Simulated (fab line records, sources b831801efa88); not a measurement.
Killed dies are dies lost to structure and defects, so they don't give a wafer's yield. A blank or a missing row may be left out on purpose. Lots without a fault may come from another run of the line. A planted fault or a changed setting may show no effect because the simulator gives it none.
fab line records | flow sky130
record lots=6 wafers=18 last_day=50
route steps=708 shown LOCAL_INTERCONNECT@393 CONTACT@406 METAL1@434 PAD_OPEN@708
lots that met no fault: from a run of the same line without faults
start_h: hours from the record's first day to the start of the lot's first wafer shown | wait_h: hours since the lot's step before | " the same as in the row above | L1.1+2: a row that stands for several wafers | - no value, or no start given | * or withheld: withheld | < > ~ a bound
route shown NAME@n: a module of which the file shows steps, and the number in the route of the first | usual: mean/standard deviation of fault-free wafers | same: alike in all rows | chamber/n: place in a boat | sites: the reading at each site | _std_site: their standard deviation | _edge_site: outer sites' mean less inner sites' | radius_mm: how far each site lies from the wafer's centre | mask NAME#n: copy n | behind: the tool/chamber that last shaped the wafer | hold: why the lot was held/for how many hours/how that ended | device: the transistor (n, p or np) that didn't switch | end of line: the same wafers' tests at the end of the route | a step without rows: its recipe alone | killed: dies lost to structure and defects at the first sort, not the wafer's yield | map: a wafer's dies, x killed, . not, _ none there
set.NAME: the setting as run; set.NAME@STEP: as run at that earlier step | model.NAME: the simulator's own value behind a step, which no gauge read
lots at some steps of the route; a table a step, a row a wafer
services: from which hour (start_h, from the record's first day; less than 0 if before it) a tool's chamber was out of use, for how many hours, and why
## steps
# step SKY_LOCAL_INTERCONNECT_COAT_06
# recipe resist=KrF-thick spin_rpm=3000 resist_thk_nm=450
# step SKY_LOCAL_INTERCONNECT_SOFTBAKE_07
# recipe temp_c=100 time_s=90 resist=KrF-thick
# step SKY_LOCAL_INTERCONNECT_EXPOSE_08
# recipe mask_id=LI1M na=0.8 source_shape=annular sigma_inner=0.55 sigma_outer=0.85 target_cd_nm=170 dose_mj=28
# step SKY_LOCAL_INTERCONNECT_PEB_09
# recipe peb_temp_c=withheld peb_time_s=withheld resist=KrF-thick
# step SKY_LOCAL_INTERCONNECT_DEVELOP_10
# recipe develop_time_s=60 resist=KrF-thick dev_temp_c=21
# step SKY_LOCAL_INTERCONNECT_CD_MEAS_11
# recipe target_cd_nm=170
# usual cd_nm=170.2/1.3
# columns lot.wafer tool chamber start_h wait_h cd_nm
L186.1 cd_sem-02 - 698.79 - 169.7
L186.4 " - " " 168.6
L186.5 " - " " 169.3
L189.1 cd_sem-01 - 731.19 - 170.8
L189.2 " - " " 170.6
L189.3 " - " " 170.7
L193.1 cd_sem-01 - 757.66 - 168.6
L193.2 " - " " 168.1
L193.6 " - " " 168.3
L195.4 cd_sem-02 - 776.75 - 170.9
L195.5 " - " " 169.5
L195.6 " - " " 169.0
L207.1 cd_sem-02 - 863.46 - 171.3
L207.2 " - " " 171.1
L207.4 " - " " 171.6
L209.1 cd_sem-01 - 874.89 - 169.8
L209.3 " - " " 168.9
L209.5 " - " " 171.0
# step SKY_LOCAL_INTERCONNECT_OVL_MEAS_12
# usual LOCAL_INTERCONNECT_OVL=-3/5.6
# columns lot.wafer tool chamber start_h wait_h LOCAL_INTERCONNECT_OVL[nm]
L186.1 overlay-02 - 698.91 0.1 3
L186.4 " - " " 0
L186.5 " - " " 0
L189.1 overlay-02 - 731.31 0.1 3
L189.2 " - " " -5
L189.3 " - " " -3
L193.1 overlay-02 - 757.78 0.1 -2
L193.2 " - " " -11
L193.6 " - " " -14
L195.4 overlay-01 - 776.83 0.1 -7
L195.5 " - " " -1
L195.6 " - " " -13
L207.1 overlay-02 - 863.58 0.1 -3
L207.2 " - " " 1
L207.4 " - " " 6
L209.1 overlay-02 - 875.01 0.1 -5
L209.3 " - " " -7
L209.5 " - " " -8
# step SKY_LOCAL_INTERCONNECT_ETCH_13
# recipe chemistry=N2/H2 target=BARC ion_energy_ev=200 bias_w=100 pressure_mtorr=30 n2_flow_sccm=100 h2_flow_sccm=200 icp_w=500 stop_on=SiO2 time_s=45.9 target_depth_a=600
# usual drypump_motor_current_A=5.9/0.53 oes_product_au=0.854/0.0047 throttle_valve_pct=13.224/0.0091
# columns lot.wafer tool chamber start_h wait_h drypump_motor_current_A oes_product_au rf_hours_counter_h throttle_valve_pct
L186.1 rie_metal-01 1 698.95 0.0 5.7 0.858 10 13.222
L186.4 " 1 " " 5.6 0.860 - 13.224
L186.5 " 0 " " 4.9 0.846 - 13.233
L189.1 rie_metal-01 1 731.35 0.0 5.7 0.853 12 13.233
L189.2 " 0 " " 4.9 0.850 11 13.229
L189.3 " 1 " " 5.7 0.840 - 13.233
L193.1 rie_metal-04 1 757.81 0.0 5.8 0.849 8 13.221
L193.2 " 0 " " 5.4 0.858 1 13.220
L193.6 " 0 " " 5.3 0.848 - 13.215
L195.4 rie_metal-02 0 776.87 0.0 6.3 0.851 - 13.220
L195.5 " 1 " " 6.4 0.855 - 13.224
L195.6 " 0 " " 6.3 0.863 - 13.231
L207.1 rie_metal-01 0 863.62 0.0 4.9 0.855 16 13.231
L207.2 " 1 " " 5.6 0.854 17 13.223
L207.4 " 0 " " 4.9 0.850 - 13.218
L209.1 rie_metal-02 1 875.05 0.0 6.5 0.857 11 13.213
L209.3 " 0 " " 6.3 0.851 - 13.215
L209.5 " 0 " " 6.2 0.856 - 13.241
# step SKY_LOCAL_INTERCONNECT_METAL_ETCH_14
# recipe target_depth_nm=110 stop_on=PSG chemistry=Cl2/BCl3 target=TiN resist_sidewall_deg=88 pressure_mtorr=10 icp_w=900 bias_w=48.5 Cl2_flow_sccm=60 bcl3_flow_sccm=30 time_s=31.4
# step SKY_LOCAL_INTERCONNECT_STRIP_15
# recipe chemistry=O2/N2 power_w=1400 pressure_mtorr=1500 platen_temp_c=withheld o2_flow_sccm=3000 n2_flow_sccm=300 overash_fraction=0.5
# step SKY_LOCAL_INTERCONNECT_STRIP_16
# recipe chemistry=post_etch_residue_remover time_s=1200 temp_c=72.5
# step SKY_LOCAL_INTERCONNECT_CLEAN_17
# recipe chemistry=IPA time_s=180 temp_c=25
# step SKY_LOCAL_INTERCONNECT_CLEAN_18
# recipe chemistry=O3/DIW dry=n2_spin
# columns lot.wafer tool chamber start_h wait_h
L186.1+4+5 wet_bench-03 0 699.56 0.0
L189.1+2+3 wet_bench-04 2 731.96 0.0
L193.1+2+6 wet_bench-04 1 758.43 0.0
L195.4+5+6 wet_bench-04 3 777.46 0.0
L207.1+2+4 wet_bench-01 1 864.26 0.0
L209.1+3+5 wet_bench-01 1 875.70 0.0
# step SKY_CONTACT_CVD_00
# recipe material=Si3N4 target_thk_nm=75 temp_c=400 time_s=withheld rf_w=450
# step SKY_CONTACT_THK_MEAS_01
# recipe reads=Si3N4_of_CONTACT_CVD_00
# usual CONTACT_CVD_00_THK=74.7/0.95
# columns lot.wafer tool chamber start_h wait_h CONTACT_CVD_00_THK[nm]
L186.1 film_metro-04 - 699.69 - 73.8
L186.4 " - " " 74.3
L186.5 " - " " 75.2
L189.1 film_metro-04 - 732.09 - 73.5
L189.2 " - " " 73.8
L189.3 " - " " 73.4
L193.1 film_metro-01 - 758.55 - 73.6
L193.2 " - " " 75.4
L193.6 " - " " 75.7
L195.4 film_metro-04 - 777.62 - 75.9
L195.5 " - " " 75.8
L195.6 " - " " 76.6
L207.1 film_metro-03 - 864.39 - 74.4
L207.2 " - " " 74.7
L207.4 " - " " 75.7
L209.1 film_metro-04 - 875.82 - 73.6
L209.3 " - " " 74.0
L209.5 " - " " 74.5
# step SKY_CONTACT_HDPCVD_02
# recipe material=SiO2 target_thk_nm=565 sigma_open_frac=0.3 time_s=94.2 temp_c=600 sih4_flow_sccm=60 pressure_mtorr=6
# step SKY_CONTACT_THK_MEAS_03
# recipe reads=SiO2_of_CONTACT_HDPCVD_02
# usual CONTACT_HDPCVD_THK=564/6
# columns lot.wafer tool chamber start_h wait_h CONTACT_HDPCVD_THK[nm]
L186.1 film_metro-04 - 699.82 0.0 571
L186.4 " - " " 562
L186.5 " - " " 556
L189.1 film_metro-03 - 732.21 0.0 569
L189.2 " - " " 570
L189.3 " - " " 567
L193.1 film_metro-03 - 758.68 0.0 559
L193.2 " - " " 559
L193.6 " - " " 554
L195.4 film_metro-04 - 777.81 0.1 555
L195.5 " - " " 559
L195.6 " - " " 560
L207.1 film_metro-01 - 864.52 0.0 566
L207.2 " - " " 561
L207.4 " - " " 565
L209.1 film_metro-01 - 875.95 0.0 558
L209.3 " - " " 559
L209.5 " - " " 561
# step SKY_CONTACT_CMP_04
# recipe material=SiO2 down_force_psi=4 platen_rpm=60 pad_velocity_m_s=0.94248
# usual head_pressure_psi=3.999/0.0085 motor_current_A=12.2/1.2 time_to_endpoint_s=83/3.6
# columns lot.wafer tool chamber start_h wait_h head_pressure_psi motor_current_A time_to_endpoint_s
L186.4 cmp-01 3 699.88 0.0 3.998 11.1 81
L186.1 " 2 " " 4.004 11.8 84
L186.5 " 0 " " 3.996 13.3 79
L189.1 cmp-01 1 732.27 0.1 4.007 13.9 86
L189.3 " 2 " " 4.000 11.9 81
L189.2 " 0 " " 3.991 13.9 82
L193.1 cmp-01 3 758.74 0.1 3.999 11.6 79
L193.2 " 2 " " 3.986 12.4 78
L193.6 " 0 " " 4.011 13.1 75
L195.4 cmp-02 0 777.89 0.1 4.011 11.5 82
L195.6 " 3 " " 3.990 14.3 82
L195.5 " 0 " " 4.000 12.1 82
L207.1 cmp-01 1 864.63 0.1 4.008 12.9 84
L207.4 " 2 " " 3.995 11.6 79
L207.2 " 3 " " 3.996 11.1 79
L209.3 cmp-02 2 876.01 0.0 4.010 10.9 76
L209.1 " 1 " " 3.979 10.7 81
L209.5 " 3 " " 3.981 14.4 79
# step SKY_CONTACT_BOW_MEAS_05
# recipe mode=bow
# usual CONTACT_BOW=84/7.8
# columns lot.wafer tool chamber start_h wait_h CONTACT_BOW[um]
L186.1 film_metro-01 - 700.18 0.1 80
L186.4 " - " " 82
L186.5 " - " " 73
L189.1 film_metro-01 - 732.57 0.2 78
L189.2 " - " " 67
L189.3 " - " " 85
L193.1 film_metro-04 - 759.04 0.2 91
L193.2 " - " " 85
L193.6 " - " " 82
L195.4 film_metro-04 - 778.20 0.3 86
L195.5 " - " " 79
L195.6 " - " " 88
L207.1 film_metro-03 - 864.88 0.2 89
L207.2 " - " " 67
L207.4 " - " " 75
L209.1 film_metro-03 - 876.31 0.1 84
L209.3 " - " " 77
L209.5 " - " " 88
# step SKY_CONTACT_DEHYDRATE_06
# recipe temp_c=200 time_s=60
# step SKY_CONTACT_HMDS_07
# recipe prime_time_s=60 prime_temp_c=120
# step SKY_CONTACT_COAT_08
# recipe resist=BARC temp_c=withheld time_s=withheld spin_rpm=3000 resist_thk_nm=60
# step SKY_CONTACT_COAT_09
# recipe resist=KrF-thick spin_rpm=3000 resist_thk_nm=450
# step SKY_CONTACT_SOFTBAKE_10
# recipe temp_c=100 time_s=90 resist=KrF-thick
# step SKY_CONTACT_EXPOSE_11
# recipe mask_id=CTM1 na=0.8 source_shape=annular sigma_inner=0.55 sigma_outer=0.85 target_cd_nm=170 dose_mj=38
# step SKY_CONTACT_PEB_12
# recipe peb_temp_c=withheld peb_time_s=withheld resist=KrF-thick
# step SKY_CONTACT_DEVELOP_13
# recipe develop_time_s=60 resist=KrF-thick dev_temp_c=21
# step SKY_CONTACT_CD_MEAS_14
# recipe target_cd_nm=170
# usual cd_nm=169.7/1.3
# columns lot.wafer tool chamber start_h wait_h cd_nm
L186.1 cd_sem-02 - 727.76 - 169.9
L186.4 " - " " 171.7
L186.5 " - " " 170.6
L189.1 cd_sem-01 - 759.41 - 171.6
L189.2 " - " " 170.4
L189.3 " - " " 170.2
L193.1 cd_sem-02 - 785.91 - 168.5
L193.2 " - " " 167.6
L193.6 " - " " 168.1
L195.4 cd_sem-01 - 805.02 - 166.4
L195.5 " - " " 166.2
L195.6 " - " " 166.2
L207.1 cd_sem-01 - 890.63 - 169.0
L207.2 " - " " 168.8
L207.4 " - " " 169.0
L209.1 cd_sem-02 - 901.63 - 169.5
L209.3 " - " " 169.3
L209.5 " - " " 168.2
# step SKY_CONTACT_OVL_MEAS_15
# usual CONTACT_OVL=0/5.3
# columns lot.wafer tool chamber start_h wait_h CONTACT_OVL[nm]
L186.1 overlay-01 - 727.88 0.1 1
L186.4 " - " " 9
L186.5 " - " " 2
L189.1 overlay-02 - 759.53 0.1 -11
L189.2 " - " " -7
L189.3 " - " " -10
L193.1 overlay-02 - 786.03 0.1 0
L193.2 " - " " -3
L193.6 " - " " 3
L195.4 overlay-02 - 805.10 0.1 -4
L195.5 " - " " 6
L195.6 " - " " 2
L207.1 overlay-01 - 890.75 0.1 2
L207.2 " - " " 2
L207.4 " - " " 2
L209.1 overlay-02 - 901.75 0.1 5
L209.3 " - " " 7
L209.5 " - " " 8
# step SKY_CONTACT_ETCH_16
# recipe chemistry=N2/H2 target=BARC ion_energy_ev=200 source_w=500 bias_w=100 pressure_mtorr=30 n2_flow_sccm=100 h2_flow_sccm=200 stop_on=SiO2 time_s=45.9 target_depth_a=600
# usual drypump_motor_current_A=5.9/0.39 oes_product_au=0.854/0.005 throttle_valve_pct=13.225/0.01
# columns lot.wafer tool chamber start_h wait_h drypump_motor_current_A oes_product_au rf_hours_counter_h throttle_valve_pct
L186.1 rie_diel-04 3 727.91 0.0 6.3 0.864 18 13.221
L186.4 " 2 " " 6.5 0.853 13 13.226
L186.5 " 2 " " 6.4 0.855 - 13.217
L189.1 rie_diel-02 2 759.56 0.0 6.1 0.864 14 13.220
L189.2 " 0 " " 5.2 0.853 38 13.236
L189.3 " 1 " " 5.2 0.850 12 13.234
L193.1 rie_diel-03 3 786.07 0.0 6.0 0.859 22 13.240
L193.2 " 2 " " 5.7 0.855 12 13.222
L193.6 " 0 " " 6.3 0.859 - 13.224
L195.4 rie_diel-04 3 805.12 0.0 6.3 0.852 20 13.219
L195.5 " 3 " " 6.3 0.849 - 13.221
L195.6 " 0 " " 5.9 0.852 - 13.213
L207.1 rie_diel-03 3 890.78 0.0 6.0 0.857 25 13.227
L207.2 " 1 " " 6.0 0.858 15 13.223
L207.4 " 2 " " 5.7 0.860 15 13.222
L209.1 rie_diel-02 2 901.79 0.0 6.1 0.848 20 13.225
L209.3 " 3 " " 5.5 0.858 1 13.229
L209.5 " 3 " " 5.5 0.855 - 13.220
# step SKY_CONTACT_ETCH_17
# recipe target=SiO2 chemistry=C4F8/O2/Ar stop_on=Si3N4 mask_material=KrF-thick source_w=1500 bias_w=1200 pressure_mtorr=40 c4f8_flow_sccm=withheld O2_flow_sccm=6 Ar_flow_sccm=300 time_s=withheld target_depth_a=3400
# step SKY_CONTACT_ETCH_18
# recipe target=Si3N4 chemistry=CHF3/O2 stop_on=TiN source_w=588.5 bias_w=200 pressure_mtorr=40 chf3_flow_sccm=50 O2_flow_sccm=5 time_s=39 target_depth_a=750
# usual drypump_motor_current_A=5.9/0.39 oes_product_au=0.852/0.0073 throttle_valve_pct=8.793/0.0096
# columns lot.wafer tool chamber start_h wait_h drypump_motor_current_A oes_product_au rf_hours_counter_h throttle_valve_pct
L186.1 rie_diel-04 3 - - 6.3 0.854 18 8.785
L186.4 " 2 " " 6.4 0.851 13 8.802
L186.5 " 2 " " 6.4 0.850 - 8.784
L189.1 rie_diel-02 2 - - 6.0 0.841 14 8.791
L189.2 " 0 " " 5.2 0.852 38 8.793
L189.3 " 1 " " 5.2 0.843 12 8.785
L193.1 rie_diel-03 3 - - 5.9 0.844 22 8.809
L193.2 " 2 " " 5.7 0.861 12 8.795
L193.6 " 0 " " 6.2 0.859 - 8.796
L195.4 rie_diel-04 3 - - 6.3 0.862 20 8.799
L195.5 " 3 " " 6.3 0.861 - 8.793
L195.6 " 0 " " 5.9 0.864 - 8.801
L207.1 rie_diel-03 3 - - 6.0 0.861 25 8.779
L207.2 " 1 " " 6.0 0.852 15 8.790
L207.4 " 2 " " 5.7 0.867 15 8.801
L209.1 rie_diel-02 2 - - 6.1 0.853 20 8.786
L209.3 " 3 " " 5.5 0.839 1 8.797
L209.5 " 3 " " 5.5 0.856 - 8.785
# step SKY_CONTACT_STRIP_19
# recipe chemistry=O2/N2 power_w=1400 pressure_mtorr=1500 platen_temp_c=withheld o2_flow_sccm=3000 n2_flow_sccm=300 overash_fraction=0.5
# usual drypump_motor_current_A=5.6/0.36 oes_product_au=0.380/0.0049 strip_time_to_endpoint_s=3.610/0.022
# columns lot.wafer tool chamber start_h wait_h drypump_motor_current_A oes_product_au rf_hours_counter_h strip_time_to_endpoint_s
L186.1 plasma_asher-01 1 728.05 - 5.5 0.382 30 3.583
L186.4 " 0 " " 5.3 0.382 - 3.630
L186.5 " 0 " " 5.3 0.380 - 3.643
L189.1 plasma_asher-03 1 759.70 - 5.3 0.377 2 3.599
L189.2 " 0 " " 5.8 0.385 2 3.571
L189.3 " 1 " " 5.3 0.384 - 3.622
L193.1 plasma_asher-02 0 786.20 - 5.3 0.381 66 3.649
L193.2 " 1 " " 6.2 0.382 66 3.646
L193.6 " 1 " " 6.2 0.381 - 3.635
L195.4 plasma_asher-03 1 805.28 - 5.3 0.382 - 3.584
L195.5 " 0 " " 5.7 0.377 - 3.553
L195.6 " 1 " " 5.3 0.379 - 3.606
L207.1 plasma_asher-03 1 890.92 - 5.3 0.389 15 3.641
L207.2 " 0 " " 5.7 0.387 15 3.589
L207.4 " 1 " " 5.3 0.379 - 3.576
L209.1 plasma_asher-03 0 901.92 - 5.7 0.385 16 3.619
L209.3 " 0 " " 5.7 0.394 - 3.634
L209.5 " 0 " " 5.7 0.381 - 3.621
# step SKY_CONTACT_STRIP_20
# recipe chemistry=post_etch_residue_remover time_s=1200 temp_c=72.5
# step SKY_CONTACT_CLEAN_21
# recipe chemistry=IPA time_s=180 temp_c=25
# step SKY_CONTACT_CLEAN_22
# recipe chemistry=O3/DIW dry=n2_spin
# step SKY_CONTACT_SPUTTER_23
# recipe material=TiN target_thk_nm=20 chamber_pressure_pa=5 power_w=4000 time_s=80
# step SKY_CONTACT_CVD_24
# recipe material=W target_thk_nm=340 time_s=102.12 temp_c=400 pressure_torr=40
# step SKY_CONTACT_RS_MEAS_25
# recipe thk_meas_gauge=four-point-probe reads=W_of_CONTACT_CVD_24+TiN_of_CONTACT_SPUTTER_23
# usual CONTACT_W_RS=0.337/0.0032
# columns lot.wafer tool chamber start_h wait_h CONTACT_W_RS[ohm/sq]
L186.1 film_metro-01 - 728.92 0.2 0.338
L186.4 " - " " 0.338
L186.5 " - " " 0.345
L189.1 film_metro-04 - 760.46 0.1 0.338
L189.2 " - " " 0.340
L189.3 " - " " 0.336
L193.1 film_metro-03 - 786.96 0.1 0.340
L193.2 " - " " 0.340
L193.6 " - " " 0.335
L195.4 film_metro-04 - 806.30 0.1 0.336
L195.5 " - " " 0.336
L195.6 " - " " 0.333
L207.1 film_metro-04 - 891.87 0.2 0.344
L207.2 " - " " 0.340
L207.4 " - " " 0.341
L209.1 film_metro-04 - 902.69 0.1 0.341
L209.3 " - " " 0.340
L209.5 " - " " 0.337
# step SKY_CONTACT_THK_MEAS_26
# recipe thk_meas_gauge=xrf reads=W_of_CONTACT_CVD_24
# usual CONTACT_W_THK=351/4.6
# columns lot.wafer tool chamber start_h wait_h CONTACT_W_THK[nm]
L186.1 film_metro-01 - 729.04 0.1 351
L186.4 " - " " 352
L186.5 " - " " 343
L189.1 film_metro-04 - 760.58 0.1 350
L189.2 " - " " 349
L189.3 " - " " 351
L193.1 film_metro-03 - 787.08 0.1 340
L193.2 " - " " 341
L193.6 " - " " 343
L195.4 film_metro-04 - 806.39 0.1 348
L195.5 " - " " 350
L195.6 " - " " 352
L207.1 film_metro-04 - 891.99 0.1 343
L207.2 " - " " 348
L207.4 " - " " 348
L209.1 film_metro-04 - 902.81 0.1 348
L209.3 " - " " 347
L209.5 " - " " 350
# step SKY_CONTACT_CMP_27
# recipe stop_on=SiO2 t_overpolish_s=15 down_force_psi=3.5 platen_rpm=60 target_thk_nm=0 pad_velocity_m_s=0.94248
# step SKY_METAL1_SPUTTER_00
# recipe material=Ti target_thk_nm=15 power_w=3000 time_s=10 chamber_pressure_pa=0.4
# step SKY_PAD_OPEN_PROBE_99
# usual killed_at_M0_to_M3=44/6.3 killed_at_M4_up=3.1/2 killed_at_contacts=24/4.8 killed_at_front_end=15/4.6 killed_at_other=0.2/0.51 killed_dies=87/8.4 killed_on_rim=17/3.9 killed_open=48/6.4 killed_short=39/5.9
# same gross_dies=492 killed_at_back_side=0
# columns lot.wafer tool chamber start_h wait_h killed_at_M0_to_M3 killed_at_M4_up killed_at_contacts killed_at_front_end killed_at_other killed_dies killed_on_rim killed_open killed_short
L186.1 prober-02 - 1070.52 0.1 47 0 22 19 0 88 17 50 38
L186.4 prober-02 - 1070.67 0.2 52 2 21 13 0 88 15 51 37
L186.5 prober-02 - 1070.72 0.2 39 2 26 14 0 81 13 46 35
L189.1 prober-01 - 1097.39 0.1 48 6 18 16 0 88 20 55 33
L189.2 prober-01 - 1097.44 0.1 34 7 25 14 0 80 8 43 37
L189.3 prober-01 - 1097.49 0.2 51 0 22 17 0 90 13 45 45
L193.1 prober-01 - 1112.98 0.1 39 3 81 21 0 144 27 53 37
L193.2 prober-01 - 1113.03 0.1 40 3 80 13 0 136 32 40 42
L193.6 prober-01 - 1113.23 0.2 44 4 67 17 0 132 31 45 35
L195.4 prober-01 - 1128.65 0.2 29 5 85 10 0 129 21 42 28
L195.5 prober-01 - 1128.70 0.2 31 3 89 13 0 136 26 43 33
L195.6 prober-01 - 1128.75 0.2 44 1 84 13 0 142 32 46 37
L207.1 prober-01 - 1188.59 0.1 43 3 22 23 0 91 18 50 41
L207.2 prober-01 - 1188.64 0.1 44 1 25 7 0 77 12 42 35
L207.4 prober-01 - 1188.74 0.2 53 3 25 12 0 93 12 51 42
L209.1 prober-02 - 1194.85 0.1 41 2 22 9 0 74 13 45 29
L209.3 prober-02 - 1194.95 0.2 57 2 24 15 0 98 19 61 37
L209.5 prober-02 - 1195.05 0.2 38 0 35 16 2 91 17 49 42
# killed by level:class
L186.1 VIA3:geometric_particle:open=8 VIA1:geometric_particle:open=8 CONTACT:geometric_particle:open=7 POLY_GATE:geometric_particle:open=6 LI_CONTACT:geometric_particle:open=6 VIA2:geometric_particle:short=5 VIA1:geometric_particle:short=5 CONTACT:geometric_particle:short=4
L186.4 VIA3:geometric_particle:open=14 VIA1:geometric_particle:open=8 METAL2:geometric_particle:short=7 VIA2:geometric_particle:open=6 CONTACT:geometric_particle:short=6 LOCAL_INTERCONNECT:geometric_particle:short=5 CONTACT:geometric_particle:open=5 METAL1:geometric_particle:open=5
L186.5 CONTACT:geometric_particle:open=10 VIA3:geometric_particle:open=9 VIA1:geometric_particle:open=7 VIA1:geometric_particle:short=7 LOCAL_INTERCONNECT:geometric_particle:short=6 VIA2:geometric_particle:open=6 LI_CONTACT:geometric_particle:open=5 FIELD_ISO:geometric_particle:open=4
L189.1 VIA1:geometric_particle:open=11 CONTACT:geometric_particle:open=10 VIA3:geometric_particle:open=9 METAL4:geometric_particle:short=5 FIELD_ISO:geometric_particle:short=4 VIA1:geometric_particle:short=4 VIA2:geometric_particle:open=4 FIELD_ISO:geometric_particle:open=3
L189.2 VIA1:geometric_particle:open=11 CONTACT:geometric_particle:open=9 METAL1:geometric_particle:short=6 METAL4:geometric_particle:short=6 LI_CONTACT:geometric_particle:open=5 CONTACT:geometric_particle:short=5 VIA2:geometric_particle:open=5 FIELD_ISO:geometric_particle:short=4
L189.3 VIA1:geometric_particle:open=15 FIELD_ISO:geometric_particle:short=9 VIA1:geometric_particle:short=8 LOCAL_INTERCONNECT:geometric_particle:short=7 VIA3:geometric_particle:open=7 VIA2:geometric_particle:open=5 CONTACT:geometric_particle:open=5 LI_CONTACT:geometric_particle:open=5
L193.1 LOCAL_INTERCONNECT:unspecified=54 LI_CONTACT:geometric_particle:open=11 POLY_GATE:geometric_particle:open=9 CONTACT:geometric_particle:open=9 VIA1:geometric_particle:open=9 FIELD_ISO:geometric_particle:open=5 METAL2:geometric_particle:short=5 METAL1:geometric_particle:short=5
L193.2 LOCAL_INTERCONNECT:unspecified=54 VIA2:geometric_particle:open=8 CONTACT:geometric_particle:short=8 CONTACT:geometric_particle:open=8 METAL1:geometric_particle:short=7 VIA1:geometric_particle:open=6 LI_CONTACT:geometric_particle:short=5 VIA3:geometric_particle:open=5
L193.6 LOCAL_INTERCONNECT:unspecified=52 VIA1:geometric_particle:open=13 CONTACT:geometric_particle:open=8 VIA2:geometric_particle:open=7 FIELD_ISO:geometric_particle:open=6 METAL2:geometric_particle:short=6 VIA1:geometric_particle:short=5 POLY_GATE:geometric_particle:short=4
L195.4 LOCAL_INTERCONNECT:unspecified=59 VIA1:geometric_particle:open=12 LI_CONTACT:geometric_particle:open=10 CONTACT:geometric_particle:open=7 LI_CONTACT:geometric_particle:short=4 METAL4:geometric_particle:short=4 FIELD_ISO:geometric_particle:open=3 VIA2:geometric_particle:short=3
L195.5 LOCAL_INTERCONNECT:unspecified=60 LI_CONTACT:geometric_particle:open=10 CONTACT:geometric_particle:open=9 VIA3:geometric_particle:open=8 VIA1:geometric_particle:open=6 LOCAL_INTERCONNECT:geometric_particle:short=6 FIELD_ISO:geometric_particle:short=5 VIA1:geometric_particle:short=5
L195.6 LOCAL_INTERCONNECT:unspecified=59 VIA1:geometric_particle:open=10 CONTACT:geometric_particle:open=9 LI_CONTACT:geometric_particle:open=9 VIA3:geometric_particle:open=7 POLY_GATE:geometric_particle:short=6 METAL2:geometric_particle:short=5 VIA2:geometric_particle:open=5
L207.1 VIA1:geometric_particle:open=11 VIA3:geometric_particle:open=8 FIELD_ISO:geometric_particle:open=7 CONTACT:geometric_particle:open=6 FIELD_ISO:geometric_particle:short=5 POLY_GATE:geometric_particle:open=5 LOCAL_INTERCONNECT:geometric_particle:short=5 METAL2:geometric_particle:short=5
L207.2 VIA1:geometric_particle:open=12 CONTACT:geometric_particle:open=11 LI_CONTACT:geometric_particle:open=8 METAL1:geometric_particle:short=8 VIA1:geometric_particle:short=6 LOCAL_INTERCONNECT:geometric_particle:short=5 VIA2:geometric_particle:short=4 VIA3:geometric_particle:open=4
L207.4 VIA1:geometric_particle:open=14 VIA1:geometric_particle:short=10 LI_CONTACT:geometric_particle:open=8 CONTACT:geometric_particle:open=7 VIA3:geometric_particle:open=6 VIA2:geometric_particle:open=5 METAL1:geometric_particle:open=5 METAL2:geometric_particle:short=5
L209.1 CONTACT:geometric_particle:open=10 VIA2:geometric_particle:open=9 VIA1:geometric_particle:open=8 METAL2:geometric_particle:short=7 METAL1:geometric_particle:short=6 CONTACT:geometric_particle:short=5 VIA3:geometric_particle:open=4 LI_CONTACT:geometric_particle:open=4
L209.3 VIA1:geometric_particle:open=20 CONTACT:geometric_particle:open=10 VIA3:geometric_particle:open=9 VIA2:geometric_particle:open=7 VIA1:geometric_particle:short=7 LOCAL_INTERCONNECT:geometric_particle:open=5 CONTACT:geometric_particle:short=5 FIELD_ISO:geometric_particle:open=4
L209.5 CONTACT:geometric_particle:open=14 VIA1:geometric_particle:open=13 CONTACT:geometric_particle:short=8 METAL1:geometric_particle:short=6 LI_CONTACT:geometric_particle:open=5 VIA3:geometric_particle:open=5 FIELD_ISO:geometric_particle:short=4 POLY_GATE:geometric_particle:open=4
# map L193.1 (x killed, . not)
__________.........._________
________......x....xx._______
______......xx.........._____
_____............xx..x...____
____....x...x..x...x....x.___
___.....xx.x...xx......x...__
__.......xx...x....xx....x.._
_xx.x.x.x.......x...x...x..x.
_.......x..xx.x......x..x....
_x.x.xx.........x......x....x
_...x.xx..x.x....x....xx.....
_..xxxx..x........x.....x..x.
_x.xxxxxxx......xx..x..xx....
_xxxxxxxxx...x...x........x..
_xxxxxxxxx...x.x..x.x...x..x.
__xxxxxxxx.........x...x...._
___xxxxxxx.x....xxx........__
____xxxxx..x.............x___
_____xxx........x.....x..____
______x......x........x._____
________.....x....xx.x_______
__________..x......._________
# map L195.6 (x killed, . not)
__________.x.x....x._________
________..x....x.x.x.x_______
______x........xxxxxxxxx_____
_____.......x.x.xxxxxxxxx____
____xxx.xx........xxxxxxxx___
___.x.....x.......xxxxxxxxx__
__......x.x.x....xxxxxxxxx.._
_................x..xxxxxxx..
_...x..x..x........xxx.xxxxx.
_......x...x..xx...x.xx......
_..x....x.......x.....x.x..x.
_...x.......x.....x..x......x
_.x..x................x......
_..................x.......x.
_x...x.x......x.....x..x.....
__..xx....xx........x....x.x_
___...x......x..xx.....x..x__
____..x.x..............xx.___
_____xx....x........x..x.____
______.x...x...........x_____
________x.x.......x..x_______
__________.........._________
## services
# columns tool chamber start_h hours kind
cmp-02 - 685.74 1.3 repair
wet_bench-04 - 693.44 15.0 repair
rie_diel-03 2 709.95 4.4 repair
rie_metal-01 - 713.78 0.3 repair
rie_diel-04 2 714.04 2.8 repair
rie_metal-01 0 723.53 4.9 repair
cmp-01 - 725.83 4.1 repair
plasma_asher-03 - 726.33 2.0 repair
plasma_asher-03 - 733.75 9.0 pm
rie_diel-04 0 760.95 3.2 repair
plasma_asher-03 - 765.52 0.5 repair
cmp-01 - 765.58 3.7 pm
rie_diel-02 1 772.80 7.0 repair
rie_diel-04 - 784.82 1.7 repair
rie_metal-01 - 814.11 3.6 repair
rie_diel-04 - 818.61 14.6 pm
rie_diel-04 2 836.92 4.7 repair
rie_diel-04 - 837.82 1.1 repair
rie_diel-04 - 838.34 0.4 repair
rie_diel-04 - 844.92 2.8 pm
rie_diel-03 3 851.24 16.1 repair
plasma_asher-03 - 857.49 4.1 repair
rie_diel-04 1 865.57 4.9 repair
rie_diel-04 0 871.75 2.6 repair
## key
first_sign step=SKY_PAD_OPEN_PROBE_99 reading=killed_at_contacts direction=up sigmas=12 usual=24 struck=81
effect step=SKY_PAD_OPEN_PROBE_99 reading=killed_dies direction=up sigmas=5.9 usual=87 struck=136
met_at SKY_LOCAL_INTERCONNECT_CLEAN_18
struck_wafers L193.1,L193.2,L193.6,L195.4,L195.5,L195.6
tester_left_out L193,L195
onset_between 731.96 758.43
fault kind=chamber_particle_source tool=wet_bench-04 chamber=- onset_h=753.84 steps=SKY_LOCAL_INTERCONNECT_CLEAN_18 rate_per_visit_cm2=1.5262 end_h=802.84
# tester_left_out: of these lots the tester's yield and bins aren't shown, on N5 and GAA mostly nor the transistor test; their killed dies are dies lost to structure and defects alone, not to doping, threshold or leakage, so they don't give the yield
